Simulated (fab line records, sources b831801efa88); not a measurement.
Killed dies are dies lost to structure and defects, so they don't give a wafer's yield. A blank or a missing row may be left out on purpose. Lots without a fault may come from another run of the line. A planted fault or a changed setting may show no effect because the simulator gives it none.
Which tool did it? | flow gf180mcu | 11 lots, 33 wafers sampled, at 3 steps of a route of 602

WHAT THE GAUGES READ, wafer by wafer
GF_STI_THK_MEAS_30.
lot  | measured    | on            | STI_OXIDATION_02_THK (nm)
L958 | day 2 06:58 | film_metro-03 | 9.79 10.02 9.82
L959 | day 2 12:37 | film_metro-03 | 10.28 10.29 10.21
L960 | day 2 16:14 | film_metro-03 | 9.82 9.80 9.92
L961 | day 2 21:43 | film_metro-04 | 9.99 9.86 10.07
L962 | day 3 03:14 | film_metro-02 | 10.19 9.88 10.19
L963 | day 3 09:12 | film_metro-04 | 10.31 10.56 10.50
L971 | day 5 02:52 | film_metro-02 | 12.51 12.59 12.44
L972 | day 5 09:36 | film_metro-02 | 12.60 12.69 12.62
L974 | day 5 17:03 | film_metro-03 | 10.09 10.15 10.19
L976 | day 6 04:04 | film_metro-02 | 10.01 9.97 9.91
L978 | day 6 14:26 | film_metro-03 | 9.91 9.92 9.71

GF_SAB_OVL_MEAS_10.
lot  | measured     | on         | SAB_OVL (nm)
L958 | day 15 08:25 | overlay-01 | -3.7 -2.4 -2.6
L959 | day 15 13:49 | overlay-01 | 0.5 2.2 1.7
L960 | day 15 18:43 | overlay-01 | 0.4 1.5 0.0
L961 | day 16 00:44 | overlay-02 | -3.6 -2.9 -0.9
L962 | day 16 12:06 | overlay-01 | -1.1 -3.8 -0.7
L963 | day 16 21:58 | overlay-02 | -2.1 -2.6 -0.8
L971 | day 19 22:55 | overlay-01 | 0.0 1.3 1.3
L972 | day 20 08:43 | overlay-01 | -2.9 -1.4 -3.1
L974 | day 20 19:35 | overlay-01 | -1.9 -2.5 -1.4
L976 | day 21 11:57 | overlay-01 | -0.5 -0.5 -1.1
L978 | day 22 08:37 | overlay-02 | -1.1 0.0 -0.3

WHICH TOOL RAN EACH LOT (tool, then ch and the chambers of the sampled wafers, then the start)
lot  | GF_STI_OXIDATION_29
L958 | furnace-01 ch 0, day 2 05:34
L959 | furnace-02 ch 0, day 2 11:12
L960 | furnace-01 ch 0, day 2 14:50
L961 | furnace-02 ch 0, day 2 20:17
L962 | furnace-02 ch 0, day 3 01:50
L963 | furnace-02 ch 0, day 3 07:48
L971 | furnace-01 ch 0, day 5 01:28
L972 | furnace-01 ch 0, day 5 08:11
L974 | furnace-02 ch 0, day 5 15:39
L976 | furnace-02 ch 0, day 6 02:40
L978 | furnace-02 ch 0, day 6 13:01
- GF_STI_OXIDATION_29: stabilise 600 s, purge 300 s, target thk 10 nm.

WHAT THE TOOLS THEMSELVES READ (means of the sampled wafers that have a number; where no wafer has one, the mark that the record gives instead)
GF_STI_OXIDATION_29.
lot  | tool       | spike_tc_centre_C (C) | spike_tc_lower_C (C) | spike_tc_top_C (C) | spike_tc_upper_C (C) | zone_power_bottom_pct (%) | zone_power_top_pct (%)
L958 | furnace-01 | 899.7                 | 900.3                | 905                | 899.5                | 35                        | 38.1
L959 | furnace-02 | 900.0                 | 900.5                | 912                | 898.5                | 29                        | 38.0
L960 | furnace-01 | 900.0                 | 901.0                | 905                | 898.8                | 35                        | 38.2
L961 | furnace-02 | 900.5                 | 901.4                | 912                | 899.5                | 29                        | 38.1
L962 | furnace-02 | 899.0                 | 900.2                | 913                | 898.7                | 29                        | 38.2
L963 | furnace-02 | 900.0                 | 900.5                | 913                | 899.6                | 29                        | 38.2
L971 | furnace-01 | 921.6                 | 923.0                | 925                | 920.4                | 37                        | 40.1
L972 | furnace-01 | 921.6                 | 922.6                | 926                | 921.6                | 38                        | 40.3
L974 | furnace-02 | 900.0                 | 899.6                | 913                | 898.7                | 29                        | 38.2
L976 | furnace-02 | 899.5                 | 900.5                | 912                | 899.6                | 29                        | 38.1
L978 | furnace-02 | 898.4                 | 901.3                | 913                | 900.0                | 29                        | 38.4

THE ANSWER, worked out from the rows above alone
Rule: what is usual is taken from the lots themselves. Put in order of their means at a reading, lots are off if they are a third of the lots or fewer, leave a main group of 4 or more, and stand apart from it by a gap of 3 or more times the standard deviation of the main group's means; of several such gaps the widest counts. A main group whose means are all the same, to the digits that the tables above print for the reading, isn't used. A lot without any number at a reading at which 4 lots or more have one is off too. The other lots that the step has rows for count as sound. The gauges are gone through in route order, then the tools' own readings, and for those a lot's mean is taken as printed above. The first step at which some lot is off is used, and at that step the reading that is off furthest; a lot without a number counts as furthest.
Off: L971, L972, at GF_STI_THK_MEAS_30 (STI_OXIDATION_02_THK). The main group: mean 10.05 nm, standard deviation 0.2.
A tool fits if, at a process step before that reading, it ran every lot that is off, and no sound lot after the first of them. The gauges at GF_STI_THK_MEAS_30 aren't tried: what is off there is off at GF_STI_OXIDATION_29 too, on other tools, and a gauge's error can't cause that. One fits: furnace-01 at GF_STI_OXIDATION_29. Its last sound lot is L960 (day 2 14:50), its first lot that is off L971 (day 5 01:28): a fault that began between those two fits.
The tool's own readings at GF_STI_OXIDATION_29 bear it out: on the lots that are off they differ by more than 5 times the standard deviation of the sound lots' means. spike_tc_centre_C reads 921.6 C there against 899.7 C on the sound lots; spike_tc_lower_C reads 922.8 C there against 900.6 C on the sound lots; spike_tc_upper_C reads 921.0 C there against 899.2 C on the sound lots; zone_power_top_pct reads 40.2 % there against 38.2 % on the sound lots.

WHAT THE SIMULATOR HAD PUT IN
Process parameter drift: furnace-01, from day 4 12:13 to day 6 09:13, at GF_STI_OXIDATION_29. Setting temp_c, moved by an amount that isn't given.
Lots struck among those shown: L971, L972. The rule above found the same.
